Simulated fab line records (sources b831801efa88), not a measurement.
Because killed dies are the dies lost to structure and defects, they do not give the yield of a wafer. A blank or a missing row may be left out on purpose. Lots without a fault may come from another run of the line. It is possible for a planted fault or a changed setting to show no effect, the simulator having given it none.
fab line records	flow sky130
record lots=5	wafers=15	last-day=50
route steps=708 shown GATE_OXIDE@202 POLY_GATE@204 RES_PROTECT@206 PAD_OPEN@708
lots untouched by any fault: they come from a run of this same line in which no faults occurred
start-h: hours from the record's first day to the start of the lot's first wafer shown	wait-h: time in hours since the lot's previous step	" unchanged from the row above	L1.1+2: several wafers, shown together as one row	- no value, or no start given	* or withheld: withheld	< > ~ a bound
route shown NAME@n: NAME is a module with steps in the file, n the number in the route of the first one	usual: the fault-free wafers' mean and standard deviation	same: alike in all rows	chamber/n: place in a boat	sites: each site's reading	_std_site: standard deviation across them	_edge_site: inner sites' mean taken away from outer sites' mean	radius-mm: how far each site lies from the wafer's centre	mask NAME#n: copy n	behind: tool/chamber where the wafer was last shaped	hold: reason for holding the lot/hours on hold/outcome of the hold	device: transistor that didn't switch, given as n, p or np	end of line: the tests these same wafers got at the end of their route	a step given without rows: its recipe and nothing more	killed: the dies lost at the first sort to structure and to defects; this is not the yield of the wafer	map: a wafer's dies, marking killed ones x, the rest . and places with no die _
set.NAME: the setting as run; set.NAME@STEP: as run at that earlier step	model.NAME: the simulator's own value behind a step, which no gauge read
lots at some steps of the route; a table a step, a row a wafer
services: the hour from which a tool's chamber was out of use, counted from the record's first day as start-h (under 0 if before that day), plus the number of hours and why
## steps
# step SKY_GATE_OXIDE_CLEAN_15
# recipe chemistry=SC1/SC2	mix=1:4:20	temp-c=70	time-s=150	dry=n2-spin
# step SKY_GATE_OXIDE_OXIDATION_16
# recipe temp-c=800	ambient=O2	idle-temp-c=700	ramp-up-c-per-min=10	ramp-down-c-per-min=3	stabilise-s=600	purge-s=300	target-thk-a=35.7	ox-time-s=1915
# step SKY_POLY_GATE_CVD_00
# recipe material=poly-Si	target-thk-nm=180	temp-c=620	time-s=720	pressure-mtorr=200
# step SKY_POLY_GATE_THK_MEAS_01
# recipe reads=poly-Si_of_POLY_GATE_CVD_00
# usual POLY_GATE_CVD_00_THK=179.4/1.3
lot.wafer	tool	chamber	start-h	wait-h	POLY_GATE_CVD_00_THK[nm]
L108.1	film-metro-04	-	331.17	0.0	176.9
L108.3	"	-	"	"	179.2
L108.6	"	-	"	"	178.4
L113.1	film-metro-01	-	367.44	0.0	179.1
L113.3	"	-	"	"	178.7
L113.4	"	-	"	"	180.3
L118.2	film-metro-02	-	412.50	0.0	177.7
L118.5	"	-	"	"	177.8
L118.6	"	-	"	"	178.7
L119.2	film-metro-01	-	426.72	0.0	179.7
L119.5	"	-	"	"	180.0
L119.6	"	-	"	"	179.5
L127.2	film-metro-02	-	488.23	0.0	178.0
L127.5	"	-	"	"	178.1
L127.6	"	-	"	"	178.8
# step SKY_RES_PROTECT_DEHYDRATE_00
# recipe temp-c=198.6	time-s=60
# step SKY_RES_PROTECT_HMDS_01
# recipe prime-time-s=60	prime-temp-c=120
# step SKY_RES_PROTECT_COAT_02
# recipe resist=NOVOLAK	spin-rpm=3000	resist-thk-nm=1140
# step SKY_RES_PROTECT_SOFTBAKE_03
# recipe temp-c=90	time-s=60	resist=NOVOLAK
# step SKY_RES_PROTECT_EXPOSE_04
# recipe mask-id=RPM	na=0.6	source-shape=conventional	sigma-outer=0.6	polarization=unpolarized	target-cd-nm=1270	dose-mj=131
# step SKY_RES_PROTECT_PEB_05
# recipe temp-c=withheld	time-s=*	resist=NOVOLAK
# step SKY_RES_PROTECT_DEVELOP_06
# recipe resist=NOVOLAK	developer=TMAH	develop-time-s=60	dev-temp-c=23
# step SKY_POLY_GATE_IMPLANT_02
# recipe species=P	energy-kev=30.47	dose-cm2=7.7e+15	tilt-deg=0
# step SKY_RES_PROTECT_STRIP_07
# recipe chemistry=O2/N2	power-w=1400	pressure-mtorr=1500	platen-temp-c=withheld	o2-flow-sccm=3000	n2-flow-sccm=300	overash-fraction=0.5
# usual drypump-motor-current-A=5.80/0.15	oes-product-au=0.516/0.0048	strip-time-to-endpoint-s=23.45/0.044
# same overash-fraction=0.5
lot.wafer	tool	chamber	start-h	wait-h	drypump-motor-current-A	oes-product-au	rf-hours-counter-h	strip-time-to-endpoint-s
L108.1	plasma-asher-02	0	358.07	0.1	5.97	0.521	54	23.42
L108.3	"	0	"	"	5.95	0.514	-	23.36
L108.6	"	1	"	"	5.75	0.518	-	23.43
L113.1	plasma-asher-02	0	396.74	0.1	6.01	0.516	59	23.44
L113.3	"	0	"	"	5.97	0.521	-	23.42
L113.4	"	1	"	"	5.70	0.519	-	23.47
L118.2	plasma-asher-02	1	442.96	0.1	5.73	0.634	63	-
L118.5	"	1	"	"	5.75	0.627	-	-
L118.6	"	0	"	"	5.95	0.625	-	-
L119.2	plasma-asher-01	1	457.86	0.1	5.75	0.521	78	23.43
L119.5	"	1	"	"	5.71	0.512	-	23.41
L119.6	"	0	"	"	5.56	0.522	-	23.42
L127.2	plasma-asher-04	0	520.01	0.1	6.03	0.514	39	23.49
L127.5	"	0	"	"	6.02	0.514	-	23.52
L127.6	"	1	"	"	5.78	0.524	-	23.50
# step SKY_RES_PROTECT_TW_MEAS_08
# usual POLY_GATE_TW=4032/25
lot.wafer	tool	chamber	start-h	wait-h	POLY_GATE_TW
L108.1	film-metro-01	-	358.17	0.1	4003
L108.3	"	-	"	"	3999
L108.6	"	-	"	"	4017
L113.1	film-metro-03	-	396.84	0.1	4003
L113.3	"	-	"	"	4007
L113.4	"	-	"	"	3996
L118.2	film-metro-04	-	443.07	0.1	4067
L118.5	"	-	"	"	4028
L118.6	"	-	"	"	4074
L119.2	film-metro-04	-	457.97	0.1	4031
L119.5	"	-	"	"	4043
L119.6	"	-	"	"	4040
L127.2	film-metro-03	-	520.12	0.1	3982
L127.5	"	-	"	"	3992
L127.6	"	-	"	"	3999
# step SKY_PAD_OPEN_PROBE_99
# usual killed_at_M0_to_M3=43/6.8	killed_at_M4_up=3.3/1.9	killed-at-contacts=24/5.3	killed-at-front-end=14/4.3	killed-at-other=0.3/0.62	killed-dies=85/9.8	killed-open=46/8	killed-short=39/5.9
# same gross-dies=492	killed-at-back-side=0
lot.wafer	tool	chamber	start-h	wait-h	killed_at_M0_to_M3	killed_at_M4_up	killed-at-contacts	killed-at-front-end	killed-at-other	killed-dies	killed-open	killed-short
L108.1	prober-01	-	1110.00	0.1	45	1	21	12	0	79	31	48
L108.3	prober-01	-	1110.10	0.2	44	0	24	17	0	85	52	33
L108.6	prober-01	-	1110.25	0.2	46	4	24	20	0	94	55	39
L119.2	prober-02	-	1172.60	0.1	35	4	13	15	0	67	39	28
L119.5	prober-02	-	1172.75	0.2	46	1	24	15	2	88	42	46
L119.6	prober-02	-	1172.80	0.2	30	4	25	13	0	72	38	34
L127.2	prober-02	-	1210.11	0.1	41	3	26	12	0	82	45	37
L127.5	prober-02	-	1210.26	0.2	42	2	23	8	0	75	41	34
L127.6	prober-02	-	1210.31	0.2	42	3	23	19	0	87	48	39
# killed by level:class
L108.1 VIA1:geometric-particle:open=10 CONTACT:geometric-particle:open=8 VIA2:geometric-particle:open=7 VIA3:geometric-particle:short=6 LOCAL_INTERCONNECT:geometric-particle:short=6 VIA1:geometric-particle:short=6 METAL2:geometric-particle:short=6 POLY_GATE:geometric-particle:short=5
L108.3 VIA1:geometric-particle:open=11 VIA2:geometric-particle:open=10 CONTACT:geometric-particle:open=9 CONTACT:geometric-particle:short=8 VIA3:geometric-particle:open=6 METAL3:geometric-particle:short=5 FIELD_ISO:geometric-particle:open=4 POLY_GATE:geometric-particle:open=4
L108.6 POLY_GATE:geometric-particle:open=8 CONTACT:geometric-particle:open=8 VIA3:geometric-particle:open=8 VIA1:geometric-particle:open=7 FIELD_ISO:geometric-particle:open=5 METAL1:geometric-particle:short=5 VIA3:geometric-particle:short=5 VIA2:geometric-particle:open=5
L119.2 VIA1:geometric-particle:open=12 CONTACT:geometric-particle:open=5 VIA1:geometric-particle:short=5 VIA2:geometric-particle:open=5 POLY_GATE:geometric-particle:open=4 FIELD_ISO:geometric-particle:short=3 FIELD_ISO:geometric-particle:open=3 METAL2:geometric-particle:short=3
L119.5 CONTACT:geometric-particle:open=9 VIA3:geometric-particle:open=7 VIA2:geometric-particle:open=7 VIA1:geometric-particle:open=7 CONTACT:geometric-particle:short=7 VIA1:geometric-particle:short=7 METAL1:geometric-particle:short=6 VIA3:geometric-particle:short=6
L119.6 CONTACT:geometric-particle:open=8 LOCAL_INTERCONNECT:geometric-particle:short=7 LI_CONTACT:geometric-particle:open=5 VIA1:geometric-particle:open=5 VIA2:geometric-particle:short=5 VIA2:geometric-particle:open=5 POLY_GATE:geometric-particle:open=4 VIA3:geometric-particle:open=4
L127.2 VIA1:geometric-particle:open=10 CONTACT:geometric-particle:open=9 LI_CONTACT:geometric-particle:open=8 VIA2:geometric-particle:open=7 LI_CONTACT:geometric-particle:short=5 POLY_GATE:geometric-particle:open=5 METAL1:geometric-particle:short=5 VIA1:geometric-particle:short=5
L127.5 VIA1:geometric-particle:open=9 LI_CONTACT:geometric-particle:open=7 CONTACT:geometric-particle:open=7 VIA2:geometric-particle:open=6 VIA2:geometric-particle:short=5 LOCAL_INTERCONNECT:geometric-particle:short=5 VIA3:geometric-particle:open=4 LI_CONTACT:geometric-particle:short=4
L127.6 CONTACT:geometric-particle:open=9 VIA3:geometric-particle:open=8 VIA1:geometric-particle:open=7 FIELD_ISO:geometric-particle:short=6 VIA2:geometric-particle:open=6 SPACER:geometric-particle:open=5 LI_CONTACT:geometric-particle:open=5 METAL2:geometric-particle:short=5
## services
tool	chamber	start-h	hours	kind
plasma-asher-02	-	402.95	2.7	repair
plasma-asher-01	-	455.59	2.0	repair
plasma-asher-04	-	483.65	28.1	pm
plasma-asher-02	-	494.67	5.6	repair
plasma-asher-02	-	517.89	13.6	pm
## key
first-sign step=SKY_RES_PROTECT_STRIP_07	reading=oes-product-au	direction=up	sigmas=23	usual=0.516	struck=0.628
effect none on later readings
met-at SKY_RES_PROTECT_STRIP_07
struck-wafers L118.2,L118.5,L118.6
tester-left-out L118
onset-between 396.74 442.96
fault kind=strip-aborted	tool=plasma-asher-02	chamber=-	onset-h=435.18	steps=SKY_RES_PROTECT_STRIP_07	offset=0.27901	end-h=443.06
# tester-left-out: of these lots the tester's yield and bins aren't shown, on N5 and GAA mostly nor the transistor test; their killed dies are dies lost to structure and defects alone, not to doping, threshold or leakage, so they don't give the yield
